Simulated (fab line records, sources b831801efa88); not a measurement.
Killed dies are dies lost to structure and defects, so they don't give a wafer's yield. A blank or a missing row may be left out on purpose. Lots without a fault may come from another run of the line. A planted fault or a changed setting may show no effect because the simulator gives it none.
Which tool did it? | flow gf180mcu | 15 lots, 45 wafers sampled, at 1 step of a route of 602

WHAT THE GAUGES READ, wafer by wafer
GF_STI_THK_MEAS_04. Usual: STI_CVD_03_THK 207.1 nm, standard deviation 2.
lot  | measured    | on            | STI_CVD_03_THK (nm) | flag
L150 | day 1 19:02 | film_metro-01 | 208.8 208.4 210.4   |
L151 | day 1 23:34 | film_metro-01 | 210.2 208.7 209.1   |
L152 | day 2 04:35 | film_metro-01 | 208.1 208.1 207.1   |
L154 | day 2 15:54 | film_metro-04 | 208.1 206.2 209.3   |
L155 | day 2 21:24 | film_metro-01 | 203.7 203.9 204.0   |
L156 | day 3 01:07 | film_metro-01 | 207.3 208.3 207.0   |
L159 | day 3 15:35 | film_metro-04 | 207.5 207.1 205.8   |
L160 | day 3 21:41 | film_metro-01 | 206.8 206.1 205.6   |
L161 | day 4 01:34 | film_metro-01 | 204.5 205.5 205.3   |
L166 | day 5 02:35 | film_metro-01 | 207.3 206.8 207.7   |
L167 | day 5 07:57 | film_metro-03 | 211.2 210.3 209.8   |
L168 | day 5 12:35 | film_metro-01 | 210.5 210.0 208.9   |
L169 | day 5 18:17 | film_metro-04 | 204.2 205.5 205.5   |
L171 | day 6 03:53 | film_metro-03 | 208.6 208.2 207.9   |
L172 | day 6 10:48 | film_metro-01 | 204.4 205.3 204.5   |

WHICH TOOL RAN EACH LOT (tool, then ch and the chambers of the sampled wafers, then the start)
The record holds no process step before these readings.

WHAT THE TOOLS THEMSELVES READ (means of the sampled wafers that have a number; where no wafer has one, the mark that the record gives instead)
The record holds no such reading with a usual standard deviation.

THE ANSWER, worked out from the rows above alone
Rule: a lot is off if the mean of its wafers that have a number lies more than 3 standard deviations from the usual mean. A lot without any number at a reading at which 4 lots or more have one is off too. The other lots that the step has rows for count as sound. The gauges are gone through in route order, then the tools' own readings, and for those a lot's mean is taken as printed above. The first step at which some lot is off is used, and at that step the reading that is off furthest; a lot without a number counts as furthest.
No lot is off at any reading shown: from this, nothing can be told.

WHAT THE SIMULATOR HAD PUT IN
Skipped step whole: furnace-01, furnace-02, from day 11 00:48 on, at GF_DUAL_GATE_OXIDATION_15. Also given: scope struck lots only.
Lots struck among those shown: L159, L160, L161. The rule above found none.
